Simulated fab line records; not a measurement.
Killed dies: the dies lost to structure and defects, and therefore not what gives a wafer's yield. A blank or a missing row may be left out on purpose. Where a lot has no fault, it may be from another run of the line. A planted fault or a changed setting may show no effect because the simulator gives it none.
Struck lot and sound lot, side by side / flow sky130 / 15 steps out of a route of 708
Sound: the wafers L621.1, L621.2, L621.3. Struck: wafers L632.1, L632.5. (L632.6 of the same lot was not struck and is left out.) The cause comes at the end.
Per side, at each step with rows, come the tool, then ch with its chambers, and then its first start. Under that, the readings that differ: sound wafers / struck wafers / difference of the means / sigmas: that difference in standard deviations of wafers without a fault.
alike: a reading whose means differ by less than 2 such deviations, as well as words and numbers matching on both sides. not compared: withheld readings; readings where some wafer has no value; bounds like >300 that might hide an equal value; numbers whose values overlap and for which the record gives no deviation.
The two part at a step that has a row with sigmas, a row that says differs or no value, or rows on one side only. Numbers that don't overlap but have no deviation are shown without sigmas and don't part them. A reading that every wafer of one side lacks parts them only if that side has two wafers or more.

first, 8 steps without rows for these wafers: SKY_VIA1_DEHYDRATE_04 (time 60 s); SKY_VIA1_HMDS_05 (prime time 60 s); SKY_VIA1_COAT_06 (resist thk 60 nm); SKY_VIA1_COAT_07 (resist thk 450 nm); SKY_VIA1_SOFTBAKE_08 (time 90 s); SKY_VIA1_EXPOSE_09 (exposes mask VIM, target cd 150 nm); SKY_VIA1_PEB_10; SKY_VIA1_DEVELOP_11 (develop time 60 s).
SKY_VIA1_CD_MEAS_12: target cd 150 nm.
  sound on cd_sem-01 at day 33 21:11; struck on cd_sem-02 at day 37 13:38
  alike: cd_nm
SKY_VIA1_OVL_MEAS_13:
  sound on overlay-02 at day 33 21:18; struck on overlay-02 at day 37 13:45
  alike: VIA1_OVL
SKY_VIA1_ETCH_14: etches BARC in N2/H2, stops on SiO2, time 45.9 s, target depth 60 nm.
  sound on rie_diel-02 ch 0,2,3, day 33 21:20; struck on rie_diel-02 ch 0,3, day 37 13:47
  alike: drypump_motor_current_A, oes_product_au, throttle_valve_pct
  not compared: rf_hours_counter_h
SKY_VIA1_ETCH_15: etches SiO2 in C4F8/O2/Ar, stops on TiN, target depth 351 nm, time 54 s.
  sound on rie_diel-02 ch 0,2,3, day 33 21:23; struck on rie_diel-02 ch 0,3, day 37 13:50
  alike: oes_product_au
  not compared: rf_hours_counter_h
SKY_VIA1_STRIP_16: strips in O2/N2.
  sound on plasma_asher-01 ch 0,1, day 33 21:25; struck on plasma_asher-04 ch 1, day 37 13:52
reading=o2_flow_sccm (sccm); sound=3005 2993 2993; struck=3596 3592; difference=+597; sigmas=+69
  alike: drypump_motor_current_A, oes_product_au, strip_time_to_endpoint_s
  not compared: rf_hours_counter_h
then, 1 step without rows for these wafers: SKY_VIA1_STRIP_17 (strips in post etch residue remover, time 1200 s).
SKY_PAD_OPEN_PROBE_99:
  the record has rows for the sound wafers here (prober-01, day 45 17:43) and none for the struck ones

## WHERE THEY PART
At SKY_VIA1_STRIP_16 first; at SKY_PAD_OPEN_PROBE_99 last (within this record only).

WHY: what had been put in by the simulator
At SKY_VIA1_STRIP_16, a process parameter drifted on plasma_asher-04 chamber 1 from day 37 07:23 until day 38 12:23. Setting o2_flow_sccm, moved by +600, from 3000. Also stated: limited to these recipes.
